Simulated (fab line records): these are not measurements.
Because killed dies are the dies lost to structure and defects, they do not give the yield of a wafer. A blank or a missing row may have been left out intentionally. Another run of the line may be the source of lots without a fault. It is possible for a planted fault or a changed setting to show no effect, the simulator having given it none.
The tool behind it: which one? || flow sfq line || route of 325 steps, sampled at 1 step: 7 lots, 21 wafers

## WHAT THE GAUGES READ, wafer by wafer
SFQ_I2_OVL_MEAS_918.
{"lot": "L537", "measured": "day 23 23:08", "on": "overlay-01", "I2_OVL (nm)": "-9 -1 -4"}
{"lot": "L542", "measured": "day 31 07:17", "on": "overlay-02", "I2_OVL (nm)": "1 -1 -4"}
{"lot": "L545", "measured": "day 38 03:03", "on": "overlay-02", "I2_OVL (nm)": "6 7 4"}
{"lot": "L548", "measured": "day 38 15:03", "on": "overlay-02", "I2_OVL (nm)": "5 10 0"}
{"lot": "L550", "measured": "day 38 17:27", "on": "overlay-01", "I2_OVL (nm)": "-4 -1 -2"}
{"lot": "L554", "measured": "day 38 23:27", "on": "overlay-01", "I2_OVL (nm)": "4 2 0"}
{"lot": "L559", "measured": "day 39 07:51", "on": "overlay-01", "I2_OVL (nm)": "-3 -5 -1"}

## WHICH TOOL RAN EACH LOT (tool, then ch and the chambers of the sampled wafers, then the start)
There is no process step in the record ahead of these readings.

## THE ANSWER, worked out from the rows above alone
Rule: the lots themselves supply what counts as usual. Put in order of their means at a reading, lots are off if they are a third of the lots or fewer, leave a main group of 4 or more, and stand apart from it by a gap of 3 or more times the standard deviation of the main group's means; of several such gaps the widest counts. A main group is skipped when, at the precision printed for the reading in the tables above, its means are all equal. A lot without any number at a reading at which 4 lots or more have one is off too. Any other lot the step has rows for is counted as sound.
No lot is off on any of the readings shown, so nothing can be concluded from this.

## WHAT THE SIMULATOR PUT IN
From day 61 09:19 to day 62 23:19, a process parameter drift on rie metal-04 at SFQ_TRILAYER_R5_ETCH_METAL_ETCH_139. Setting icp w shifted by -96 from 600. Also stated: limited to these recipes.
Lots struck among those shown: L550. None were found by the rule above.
